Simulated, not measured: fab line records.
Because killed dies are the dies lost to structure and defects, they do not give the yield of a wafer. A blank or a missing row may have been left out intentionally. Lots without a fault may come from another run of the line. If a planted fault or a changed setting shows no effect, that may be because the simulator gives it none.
fab line records	flow sky130
record lots=5	wafers=15	last-day=50
route steps=708 shown POLY_CUT@317 SD_P@320 RES_XHIGH@332 SD_N@342 PAD_OPEN@708
lots that met no fault: from a run of the same line without faults
start-h: hours from the record's opening day to when the first of the lot's shown wafers began	wait-h: hours elapsed since this lot's preceding step	" as in the row above	L1.1+2: one row covering several wafers at once	- either no value or no given start	* or withheld: withheld	< > ~ a bound
route shown NAME@n: names a module that has steps shown in the file, with the first one's number in the route	usual: mean/standard deviation of fault-free wafers	same: alike in all rows	chamber/n: place in a boat	sites: each site's reading	_std_site: standard deviation of those values	_edge_site: inner sites' mean taken away from outer sites' mean	radius-mm: how far each site lies from the wafer's centre	mask NAME#n: copy n	behind: the last tool/chamber to shape the wafer	hold: why the lot went on hold/how many hours it stayed there/how the hold came to an end	device: whichever transistor did not switch (one of n, p or np)	end of line: the route-end tests of the same wafers	step lacking rows: just its recipe	killed: count of dies lost to structure and defects at first sort (not the wafer's yield)	map: per-die view of a wafer (x killed, . not killed, _ where there is no die)
set.NAME: the setting that was run; set.NAME@STEP: the one run at that earlier step	model.NAME: the simulator's own value behind a step, which no gauge read
certain route steps with their lots: each step a table, each wafer a row
services: when a tool's chamber went out of use (start-h, in hours from the record's first day, below 0 if earlier), for how many hours, and the reason
## steps
# step SKY_POLY_CUT_ETCH_10
# recipe chemistry=N2/H2	target=BARC	ion-energy-ev=200	source-w=500	bias-w=100	pressure-mtorr=30	n2-flow-sccm=100	h2-flow-sccm=200	stop-on=SiO2	time-s=45.9	target-depth-a=600
# usual drypump-motor-current-A=5.6/0.6	oes-product-au=0.855/0.0049	throttle-valve-pct=13.225/0.0086
lot.wafer	tool	chamber	start-h	wait-h	drypump-motor-current-A	oes-product-au	rf-hours-counter-h	throttle-valve-pct
L392.1	rie-diel-01	0	567.14	0.0	6.5	0.853	44	13.223
L392.2	"	2	"	"	6.2	0.856	2	13.248
L392.3	"	3	"	"	6.5	0.850	9	13.230
L401.2	rie-diel-03	0	653.16	0.0	6.0	0.858	52	13.236
L401.4	"	3	"	"	5.2	0.848	6	13.233
L401.6	"	2	"	"	4.8	0.856	-	13.219
L408.1	rie-diel-04	0	714.81	0.0	5.2	0.854	7	13.211
L408.3	"	1	"	"	4.9	0.854	15	13.222
L408.5	"	3	"	"	5.0	0.856	-	13.220
L412.1	rie-diel-04	2	740.46	0.0	5.9	0.862	14	13.214
L412.3	"	3	"	"	5.0	0.856	27	13.209
L412.4	"	0	"	"	5.2	0.852	8	13.245
L414.3	rie-diel-03	3	755.01	0.0	5.2	0.853	9	13.239
L414.4	"	1	"	"	6.1	0.862	2	13.221
L414.5	"	2	"	"	4.8	0.848	-	13.212
# step SKY_POLY_CUT_ETCH_11
# recipe target=Si3N4	chemistry=CF4/CH2F2/Ar	stop-on=poly-Si	source-w=600	bias-w=150	pressure-mtorr=40	cf4-flow-sccm=40	ch2f2-flow-sccm=20	Ar_flow_sccm=150	time-s=42.5	target-depth-a=600
# usual drypump-motor-current-A=5.6/0.6	oes-product-au=0.831/0.0065	throttle-valve-pct=14.994/0.01
lot.wafer	tool	chamber	start-h	wait-h	drypump-motor-current-A	oes-product-au	rf-hours-counter-h	throttle-valve-pct
L392.1	rie-diel-01	0	567.18	0.0	6.5	0.831	44	14.984
L392.2	"	2	"	"	6.2	0.832	2	14.996
L392.3	"	3	"	"	6.5	0.832	9	15.004
L401.2	rie-diel-03	0	653.20	0.0	6.0	0.836	52	14.989
L401.4	"	3	"	"	5.2	0.835	6	14.996
L401.6	"	2	"	"	4.8	0.826	-	14.997
L408.1	rie-diel-04	0	714.85	0.0	5.2	0.821	7	14.997
L408.3	"	1	"	"	4.9	0.828	15	14.973
L408.5	"	3	"	"	5.0	0.824	-	14.991
L412.1	rie-diel-04	2	740.50	0.0	5.8	0.821	14	14.981
L412.3	"	3	"	"	5.0	0.831	27	14.991
L412.4	"	0	"	"	5.2	0.826	8	15.003
L414.3	rie-diel-03	3	755.05	0.0	5.2	0.825	9	15.003
L414.4	"	1	"	"	6.1	0.835	2	14.983
L414.5	"	2	"	"	4.7	0.830	-	14.991
# step SKY_POLY_CUT_STRIP_12
# recipe chemistry=O2/N2	power-w=1400	pressure-mtorr=1500	platen-temp-c=withheld	o2-flow-sccm=3000	n2-flow-sccm=300	overash-fraction=0.5
# usual drypump-motor-current-A=5.6/0.53	oes-product-au=0.453/0.0044	strip-time-to-endpoint-s=5.367/0.016
# same overash-fraction=0.5
lot.wafer	tool	chamber	start-h	wait-h	drypump-motor-current-A	oes-product-au	rf-hours-counter-h	strip-time-to-endpoint-s
L392.1	plasma-asher-03	0	567.22	0.0	5.6	0.458	83	5.369
L392.2	"	1	"	"	5.8	0.450	83	5.358
L392.3	"	1	"	"	5.8	0.451	-	5.363
L401.2	plasma-asher-01	1	653.24	0.0	6.1	0.448	22	5.372
L401.4	"	0	"	"	4.9	0.454	-	5.391
L401.6	"	0	"	"	5.0	0.451	-	5.384
L408.1	plasma-asher-03	1	714.89	0.0	5.8	0.454	97	5.381
L408.3	"	1	"	"	5.8	0.453	-	5.369
L408.5	"	1	"	"	5.7	0.456	-	5.361
L412.1	plasma-asher-04	1	740.54	0.0	6.4	0.450	91	5.364
L412.3	"	1	"	"	6.3	0.447	-	5.361
L412.4	"	0	"	"	5.0	0.448	-	5.373
L414.3	plasma-asher-01	0	755.12	0.1	5.0	0.451	-	5.359
L414.4	"	1	"	"	6.1	0.454	-	5.363
L414.5	"	0	"	"	4.9	0.448	-	5.357
# step SKY_SD_P_DEHYDRATE_00
# recipe temp-c=200	time-s=60
# step SKY_SD_P_HMDS_01
# recipe prime-time-s=60	prime-temp-c=120
# step SKY_SD_P_COAT_02
# recipe resist=NOVOLAK	spin-rpm=3000	resist-thk-nm=1140
# step SKY_SD_P_SOFTBAKE_03
# recipe temp-c=90	time-s=60	resist=NOVOLAK
# step SKY_SD_P_EXPOSE_04
# recipe mask-id=PSDM	na=0.6	source-shape=conventional	sigma-outer=0.6	polarization=unpolarized	target-cd-nm=380	dose-mj=138
# step SKY_SD_P_PEB_05
# recipe temp-c=withheld	time-s=*	resist=NOVOLAK
# step SKY_SD_P_DEVELOP_06
# recipe resist=NOVOLAK	developer=TMAH	develop-time-s=60	dev-temp-c=23
# step SKY_SD_P_CD_MEAS_07
# recipe target-cd-nm=380
# usual cd-nm=380.4/2.4
lot.wafer	tool	chamber	start-h	wait-h	cd-nm
L392.1	cd-sem-02	-	597.46	0.1	386.8
L392.2	"	-	"	"	384.3
L392.3	"	-	"	"	384.9
L401.2	cd-sem-02	-	682.28	0.1	379.5
L401.4	"	-	"	"	382.9
L401.6	"	-	"	"	379.2
L408.1	cd-sem-02	-	743.45	0.1	380.0
L408.3	"	-	"	"	379.7
L408.5	"	-	"	"	381.5
L412.1	cd-sem-01	-	767.61	0.1	380.9
L412.3	"	-	"	"	381.3
L412.4	"	-	"	"	379.5
L414.3	cd-sem-01	-	781.75	0.1	379.3
L414.4	"	-	"	"	382.9
L414.5	"	-	"	"	380.4
# step SKY_SD_P_OVL_MEAS_08
# usual SD_P_OVL=0.6/1.5
lot.wafer	tool	chamber	start-h	wait-h	SD_P_OVL[nm]
L392.1	overlay-01	-	597.58	0.1	-0.9
L392.2	"	-	"	"	1.4
L392.3	"	-	"	"	0.1
L401.2	overlay-01	-	682.39	0.1	1.5
L401.4	"	-	"	"	0.0
L401.6	"	-	"	"	2.2
L408.1	overlay-01	-	743.57	0.1	3.7
L408.3	"	-	"	"	3.7
L408.5	"	-	"	"	0.9
L412.1	overlay-01	-	767.73	0.1	-0.2
L412.3	"	-	"	"	0.7
L412.4	"	-	"	"	-0.2
L414.3	overlay-01	-	781.84	0.1	-0.8
L414.4	"	-	"	"	0.6
L414.5	"	-	"	"	-1.2
# step SKY_SD_P_IMPLANT_09
# recipe species=BF2	energy-kev=20	dose-cm2=3e+15	tilt-deg=0
# usual end-station-pressure-torr=1.42e-05/1.8e-06
lot.wafer	tool	chamber	start-h	wait-h	end-station-pressure-torr
L392.1	implanter-01	0	597.62	0.0	1.39e-05
L392.2	"	0	"	"	1.29e-05
L392.3	"	0	"	"	1.2e-05
L401.2	implanter-04	0	682.44	0.0	1.68e-05
L401.4	"	0	"	"	1.62e-05
L401.6	"	0	"	"	1.43e-05
L408.1	implanter-03	0	743.61	0.0	1.55e-05
L408.3	"	0	"	"	1.48e-05
L408.5	"	0	"	"	1.66e-05
L412.1	implanter-04	0	767.77	0.0	1.67e-05
L412.3	"	0	"	"	1.75e-05
L412.4	"	0	"	"	1.58e-05
L414.3	implanter-03	0	781.92	0.1	1.45e-05
L414.4	"	0	"	"	1.47e-05
L414.5	"	0	"	"	1.37e-05
# step SKY_SD_P_STRIP_10
# recipe chemistry=O2/N2	power-w=1400	pressure-mtorr=1500	platen-temp-c=withheld	o2-flow-sccm=3000	n2-flow-sccm=300	overash-fraction=0.5
# step SKY_SD_P_TW_MEAS_11
# usual SD_P_TW=2830/17
lot.wafer	tool	chamber	start-h	wait-h	SD_P_TW
L392.1	film-metro-01	-	597.87	0.1	2850
L392.2	"	-	"	"	2855
L392.3	"	-	"	"	2856
L401.2	film-metro-02	-	682.68	0.1	2811
L401.4	"	-	"	"	2791
L401.6	"	-	"	"	2815
L408.1	film-metro-01	-	743.86	0.1	2849
L408.3	"	-	"	"	2849
L408.5	"	-	"	"	2848
L412.1	film-metro-02	-	768.02	0.1	2825
L412.3	"	-	"	"	2817
L412.4	"	-	"	"	2806
L414.3	film-metro-01	-	782.14	0.1	2846
L414.4	"	-	"	"	2840
L414.5	"	-	"	"	2831
# step SKY_RES_XHIGH_DEHYDRATE_00
# recipe temp-c=200	time-s=60
# step SKY_RES_XHIGH_HMDS_01
# recipe prime-time-s=60	prime-temp-c=120
# step SKY_RES_XHIGH_COAT_02
# recipe resist=NOVOLAK	spin-rpm=3000	resist-thk-nm=1140
# step SKY_RES_XHIGH_SOFTBAKE_03
# recipe temp-c=90	time-s=60	resist=NOVOLAK
# step SKY_RES_XHIGH_EXPOSE_04
# recipe mask-id=URPM	na=0.6	source-shape=conventional	sigma-outer=0.6	polarization=unpolarized	target-cd-nm=1270	dose-mj=140
# step SKY_RES_XHIGH_PEB_05
# recipe temp-c=withheld	time-s=*	resist=NOVOLAK
# step SKY_RES_XHIGH_DEVELOP_06
# recipe resist=NOVOLAK	developer=TMAH	develop-time-s=60	dev-temp-c=23
# step SKY_RES_XHIGH_IMPLANT_07
# recipe species=BF2	energy-kev=20	dose-cm2=3.6e+14	tilt-deg=0
# step SKY_RES_XHIGH_STRIP_08
# recipe chemistry=O2/N2	power-w=1400	pressure-mtorr=1500	platen-temp-c=withheld	o2-flow-sccm=3000	n2-flow-sccm=300	overash-fraction=0.5
# usual drypump-motor-current-A=5.5/0.32	oes-product-au=0.712/0.0046	strip-time-to-endpoint-s=14.28/0.045
# same overash-fraction=0.5
lot.wafer	tool	chamber	start-h	wait-h	drypump-motor-current-A	oes-product-au	rf-hours-counter-h	strip-time-to-endpoint-s
L392.1	plasma-asher-02	0	627.08	0.1	5.3	0.716	51	14.17
L392.2	"	1	"	"	5.7	0.712	51	14.21
L392.3	"	1	"	"	5.7	0.708	-	14.21
L401.2	plasma-asher-02	0	710.88	0.1	5.3	0.710	60	14.26
L401.4	"	1	"	"	5.7	0.707	-	14.25
L401.6	"	1	"	"	5.7	0.711	-	14.28
L408.1	plasma-asher-02	1	770.73	0.1	5.7	0.708	66	14.21
L408.3	"	1	"	"	5.7	0.701	-	14.29
L408.5	"	1	"	"	5.7	0.717	-	14.25
L412.1	plasma-asher-03	0	794.81	0.1	5.5	0.716	5	14.35
L412.3	"	0	"	"	5.5	0.713	-	14.31
L412.4	"	1	"	"	5.8	0.710	-	14.35
L414.3	plasma-asher-01	0	808.47	0.1	5.0	0.711	-	14.29
L414.4	"	1	"	"	6.1	0.709	-	14.29
L414.5	"	0	"	"	5.0	0.715	-	14.30
# step SKY_RES_XHIGH_TW_MEAS_09
# usual RES_XHIGH_TW=1646/13
lot.wafer	tool	chamber	start-h	wait-h	RES_XHIGH_TW
L392.1	film-metro-02	-	627.18	0.1	1626
L392.2	"	-	"	"	1640
L392.3	"	-	"	"	1629
L401.2	film-metro-02	-	710.99	0.1	1622
L401.4	"	-	"	"	1624
L401.6	"	-	"	"	1632
L408.1	film-metro-01	-	770.83	0.1	1656
L408.3	"	-	"	"	1656
L408.5	"	-	"	"	1659
L412.1	film-metro-01	-	794.91	0.1	1642
L412.3	"	-	"	"	1654
L412.4	"	-	"	"	1651
L414.3	film-metro-02	-	808.55	0.1	1629
L414.4	"	-	"	"	1624
L414.5	"	-	"	"	1624
# step SKY_SD_N_DEHYDRATE_00
# recipe temp-c=200	time-s=60
# step SKY_SD_N_HMDS_01
# recipe prime-time-s=60	prime-temp-c=120
# step SKY_SD_N_COAT_02
# recipe resist=NOVOLAK	spin-rpm=3000	resist-thk-nm=1140
# step SKY_SD_N_SOFTBAKE_03
# recipe temp-c=90	time-s=60	resist=NOVOLAK
# step SKY_SD_N_EXPOSE_04
# recipe mask-id=NSDM	na=0.6	source-shape=conventional	sigma-outer=0.6	polarization=unpolarized	target-cd-nm=380	dose-mj=141
# step SKY_SD_N_PEB_05
# recipe temp-c=withheld	time-s=*	resist=NOVOLAK
# step SKY_SD_N_DEVELOP_06
# recipe resist=NOVOLAK	developer=TMAH	develop-time-s=60	dev-temp-c=23
# step SKY_SD_N_CD_MEAS_07
# recipe target-cd-nm=380
# usual cd-nm=379.7/2.6
lot.wafer	tool	chamber	start-h	wait-h	cd-nm
L392.1	cd-sem-02	-	656.51	0.1	375.4
L392.2	"	-	"	"	375.3
L392.3	"	-	"	"	377.0
L401.2	cd-sem-02	-	739.08	0.1	378.5
L401.4	"	-	"	"	375.9
L401.6	"	-	"	"	378.0
L408.1	cd-sem-02	-	797.16	0.1	374.3
L408.3	"	-	"	"	373.8
L408.5	"	-	"	"	375.7
L412.1	cd-sem-01	-	821.51	0.1	379.4
L412.3	"	-	"	"	378.3
L412.4	"	-	"	"	380.2
L414.3	cd-sem-01	-	835.79	0.1	383.6
L414.4	"	-	"	"	381.2
L414.5	"	-	"	"	380.8
# step SKY_SD_N_OVL_MEAS_08
# usual SD_N_OVL=0.3/1.5
lot.wafer	tool	chamber	start-h	wait-h	SD_N_OVL[nm]
L392.1	overlay-02	-	656.63	0.1	2.1
L392.2	"	-	"	"	0.9
L392.3	"	-	"	"	-0.2
L401.2	overlay-01	-	739.19	0.1	1.0
L401.4	"	-	"	"	2.3
L401.6	"	-	"	"	0.4
L408.1	overlay-01	-	797.28	0.1	0.6
L408.3	"	-	"	"	0.4
L408.5	"	-	"	"	-0.4
L412.1	overlay-02	-	821.63	0.1	1.1
L412.3	"	-	"	"	-0.7
L412.4	"	-	"	"	0.2
L414.3	overlay-01	-	835.88	0.1	0.3
L414.4	"	-	"	"	-2.3
L414.5	"	-	"	"	-0.6
# step SKY_SD_N_IMPLANT_09
# recipe species=As	energy-kev=50	dose-cm2=4e+15	tilt-deg=0
# step SKY_SD_N_IMPLANT_10
# recipe species=P	energy-kev=20	dose-cm2=1e+14	tilt-deg=0
# step SKY_SD_N_STRIP_11
# recipe chemistry=O2/N2	power-w=1400	pressure-mtorr=1500	platen-temp-c=withheld	o2-flow-sccm=3000	n2-flow-sccm=300	overash-fraction=0.5
# usual drypump-motor-current-A=5.6/0.53	oes-product-au=0.528/0.0046	strip-time-to-endpoint-s=22.55/0.051
# same overash-fraction=0.5
lot.wafer	tool	chamber	start-h	wait-h	drypump-motor-current-A	oes-product-au	rf-hours-counter-h	strip-time-to-endpoint-s
L392.1	plasma-asher-01	1	656.96	0.1	6.1	0.528	22	22.50
L392.2	"	0	"	"	5.0	0.533	22	22.48
L392.3	"	1	"	"	6.1	0.527	-	22.45
L401.2	plasma-asher-01	1	739.52	0.1	6.1	0.530	30	22.53
L401.4	"	0	"	"	4.9	0.529	-	22.56
L401.6	"	0	"	"	4.9	0.530	-	22.54
L408.1	plasma-asher-02	0	797.62	0.1	5.3	0.533	69	22.56
L408.3	"	1	"	"	5.7	0.523	-	22.56
L408.5	"	0	"	"	5.3	0.522	-	22.58
L412.1	plasma-asher-04	1	821.97	0.1	6.3	0.523	99	22.55
L412.3	"	0	"	"	5.0	0.530	-	22.57
L412.4	"	1	"	"	6.3	0.530	-	22.50
L414.3	plasma-asher-02	0	836.24	0.1	5.3	0.531	-	22.59
L414.4	"	1	"	"	5.7	0.529	-	22.56
L414.5	"	0	"	"	5.3	0.535	-	22.62
# step SKY_SD_N_TW_MEAS_12
# usual SD_N_TW=3987/23
lot.wafer	tool	chamber	start-h	wait-h	SD_N_TW
L392.1	film-metro-03	-	657.06	0.1	3995
L392.2	"	-	"	"	3984
L392.3	"	-	"	"	4000
L401.2	film-metro-03	-	739.63	0.1	4003
L401.4	"	-	"	"	4010
L401.6	"	-	"	"	4015
L408.1	film-metro-02	-	797.72	0.1	3979
L408.3	"	-	"	"	3974
L408.5	"	-	"	"	3977
L412.1	film-metro-03	-	822.07	0.1	3992
L412.3	"	-	"	"	3992
L412.4	"	-	"	"	4001
L414.3	film-metro-02	-	836.33	0.1	3954
L414.4	"	-	"	"	3958
L414.5	"	-	"	"	3951
# step SKY_SD_N_CLEAN_13
# recipe chemistry=SC1/SC2	mix=1:4:20	temp-c=70	time-s=150	dry=n2-spin
# step SKY_SD_N_RTA_14
# recipe temp-c=1075	time-s=2	idle-temp-c=650	ramp-up-c-per-s=150	ramp-down-c-per-s=90	ambient=N2
# step SKY_SD_N_RS_MEAS_16
# recipe thk-meas-gauge=four-point-probe
# usual SD_N_RS=68.54/0.13
lot.wafer	tool	chamber	start-h	wait-h	SD_N_RS[ohm/sq]
L392.1	film-metro-03	-	657.35	0.1	68.58
L392.2	"	-	"	"	68.69
L392.3	"	-	"	"	68.76
L401.2	film-metro-01	-	739.93	0.1	68.44
L401.4	"	-	"	"	68.44
L401.6	"	-	"	"	68.34
L408.1	film-metro-01	-	798.00	0.1	68.55
L408.3	"	-	"	"	68.53
L408.5	"	-	"	"	68.44
L412.1	film-metro-02	-	822.36	0.1	68.52
L412.3	"	-	"	"	68.66
L412.4	"	-	"	"	68.64
L414.3	film-metro-02	-	836.63	0.1	68.55
L414.4	"	-	"	"	68.41
L414.5	"	-	"	"	68.56
# step SKY_PAD_OPEN_PROBE_99
# usual killed_at_M0_to_M3=43/7.1	killed_at_M4_up=3.2/1.9	killed-at-contacts=23/5.1	killed-at-front-end=15/4.5	killed-at-other=0.4/0.65	killed-dies=85/9.4	killed-open=47/6.8	killed-short=38/6.1
# same gross-dies=492	killed-at-back-side=0
lot.wafer	tool	chamber	start-h	wait-h	killed_at_M0_to_M3	killed_at_M4_up	killed-at-contacts	killed-at-front-end	killed-at-other	killed-dies	killed-open	killed-short	model.etest.res-high-po.rs-ohm-sq-range	model.etest.res-pdiff.rs-ohm-sq-range
L392.1	prober-01	-	1088.11	0.1	38	2	32	10	1	83	51	31	11.41	5.953
L392.2	prober-01	-	1088.16	0.1	42	1	25	18	1	87	53	33	11.43	6.633
L392.3	prober-01	-	1088.21	0.2	42	2	26	28	1	99	57	42	12.77	8.197
L401.2	prober-02	-	1147.80	0.1	50	3	16	20	0	89	50	39	4.742	3.94
L401.4	prober-02	-	1147.90	0.2	41	4	26	19	1	91	48	43	41.68	16.12
L401.6	prober-02	-	1148.00	0.2	55	1	22	23	1	102	57	44	2.959	3.744
L412.1	prober-01	-	1198.58	0.1	45	4	23	9	0	81	33	48	11.31	7.693
L412.3	prober-01	-	1198.68	0.2	41	1	20	17	0	79	41	36	9.112	7.757
L412.4	prober-01	-	1198.73	0.2	23	7	27	14	1	72	45	25	8.959	8.095
L414.3	prober-02	-	1206.13	0.2	35	4	31	13	1	84	39	44	7.701	7.485
L414.4	prober-02	-	1206.18	0.2	47	4	24	13	0	88	45	43	6.366	6.212
L414.5	prober-02	-	1206.23	0.2	34	1	18	24	0	77	41	36	7.103	5.94
# killed by level:class
L392.1 VIA1:geometric-particle:open=10 CONTACT:geometric-particle:open=10 LI_CONTACT:geometric-particle:open=9 VIA3:geometric-particle:open=9 VIA1:geometric-particle:short=6 VIA2:geometric-particle:open=6 LI_CONTACT:geometric-particle:short=4 LOCAL_INTERCONNECT:geometric-particle:short=4
L392.2 VIA1:geometric-particle:open=15 CONTACT:geometric-particle:open=13 CONTACT:geometric-particle:short=5 VIA3:geometric-particle:open=5 VIA2:geometric-particle:open=5 POLY_GATE:geometric-particle:short=4 POLY_GATE:geometric-particle:open=4 VIA1:geometric-particle:short=4
L392.3 VIA1:geometric-particle:open=14 CONTACT:geometric-particle:open=9 POLY_GATE:geometric-particle:open=8 FIELD_ISO:geometric-particle:short=7 VIA2:geometric-particle:open=7 LI_CONTACT:geometric-particle:open=7 CONTACT:geometric-particle:short=6 METAL1:geometric-particle:short=6
L401.2 VIA1:geometric-particle:open=12 VIA2:geometric-particle:open=9 CONTACT:geometric-particle:open=9 VIA2:geometric-particle:short=8 FIELD_ISO:geometric-particle:short=5 VIA1:geometric-particle:short=5 FIELD_ISO:geometric-particle:open=4 POLY_GATE:geometric-particle:short=3
L401.4 VIA3:geometric-particle:open=13 CONTACT:geometric-particle:open=10 VIA1:geometric-particle:open=7 POLY_GATE:geometric-particle:open=6 METAL2:geometric-particle:short=6 LI_CONTACT:geometric-particle:open=5 FIELD_ISO:geometric-particle:short=4 LI_CONTACT:geometric-particle:short=4
L401.6 VIA1:geometric-particle:open=14 CONTACT:geometric-particle:open=10 VIA3:geometric-particle:open=8 METAL1:geometric-particle:short=6 VIA2:geometric-particle:open=6 FIELD_ISO:geometric-particle:short=5 METAL3:geometric-particle:short=5 FIELD_ISO:geometric-particle:open=4
L412.1 METAL1:geometric-particle:short=9 VIA1:geometric-particle:short=9 VIA3:geometric-particle:open=9 LI_CONTACT:geometric-particle:open=7 LOCAL_INTERCONNECT:geometric-particle:short=6 METAL2:geometric-particle:short=6 CONTACT:geometric-particle:open=5 VIA1:geometric-particle:open=4
L412.3 VIA1:geometric-particle:open=14 LOCAL_INTERCONNECT:geometric-particle:short=7 LI_CONTACT:geometric-particle:open=5 VIA3:geometric-particle:open=5 METAL2:geometric-particle:short=5 VIA2:geometric-particle:open=5 FIELD_ISO:geometric-particle:short=4 POLY_GATE:geometric-particle:short=4
L412.4 CONTACT:geometric-particle:open=8 VIA1:geometric-particle:open=8 POLY_GATE:geometric-particle:open=6 CONTACT:geometric-particle:short=6 LI_CONTACT:geometric-particle:open=5 LI_CONTACT:geometric-particle:short=3 LOCAL_INTERCONNECT:geometric-particle:open=3 VIA2:geometric-particle:open=3
L414.3 CONTACT:geometric-particle:open=14 FIELD_ISO:geometric-particle:short=7 METAL1:geometric-particle:short=6 VIA1:geometric-particle:open=6 CONTACT:geometric-particle:short=5 VIA1:geometric-particle:short=5 FIELD_ISO:geometric-particle:open=4 LI_CONTACT:geometric-particle:short=4
L414.4 VIA1:geometric-particle:open=10 LI_CONTACT:geometric-particle:open=9 VIA3:geometric-particle:open=7 CONTACT:geometric-particle:open=6 METAL1:geometric-particle:short=6 VIA1:geometric-particle:short=6 METAL2:geometric-particle:short=6 CONTACT:geometric-particle:short=5
L414.5 FIELD_ISO:geometric-particle:short=10 VIA3:geometric-particle:open=7 FIELD_ISO:geometric-particle:open=6 LI_CONTACT:geometric-particle:open=6 CONTACT:geometric-particle:short=5 VIA1:geometric-particle:open=5 POLY_GATE:geometric-particle:open=4 CONTACT:geometric-particle:open=4
## services
tool	chamber	start-h	hours	kind
plasma-asher-02	-	552.52	3.8	repair
plasma-asher-02	-	564.45	0.4	repair
implanter-03	-	565.56	3.8	repair
implanter-03	-	567.38	3.9	repair
plasma-asher-01	-	571.96	3.2	repair
plasma-asher-02	-	572.81	2.8	pm
rie-diel-01	0	574.98	1.5	repair
rie-diel-03	2	575.26	4.1	repair
rie-diel-01	3	594.16	2.5	repair
rie-diel-04	2	605.21	2.5	repair
plasma-asher-01	-	633.67	4.3	pm
implanter-04	-	635.98	5.2	repair
rie-diel-03	2	659.72	13.1	repair
plasma-asher-03	-	662.96	4.0	repair
rie-diel-04	1	671.05	8.7	repair
implanter-03	-	672.48	4.2	pm
plasma-asher-03	-	674.01	1.2	repair
rie-diel-01	0	694.37	5.2	repair
rie-diel-04	0	717.81	13.3	repair
rie-diel-01	2	718.74	3.6	repair
plasma-asher-03	-	733.75	9.0	pm
rie-diel-04	-	748.30	14.6	pm
plasma-asher-03	-	749.81	1.8	repair
rie-diel-04	2	807.28	5.3	repair
## key
first-sign none at tools or gauges
model-effect step=SKY_PAD_OPEN_PROBE_99	value=etest.res-high-po.rs-ohm-sq-range	without=8.711	struck=41.68
met-at SKY_SD_P_IMPLANT_09
struck-wafers L401.4
tester-left-out L401
fault kind=process-parameter-drift	tool=implanter-04	chamber=-	onset-h=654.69	steps=SKY_SD_P_IMPLANT_09	channel=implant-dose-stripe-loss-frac	offset=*	shape=step	end-h=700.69	scope=struck-wafers-only
# tester-left-out: of these lots the tester's yield and bins aren't shown, on N5 and GAA mostly nor the transistor test; their killed dies are dies lost to structure and defects alone, not to doping, threshold or leakage, so they don't give the yield
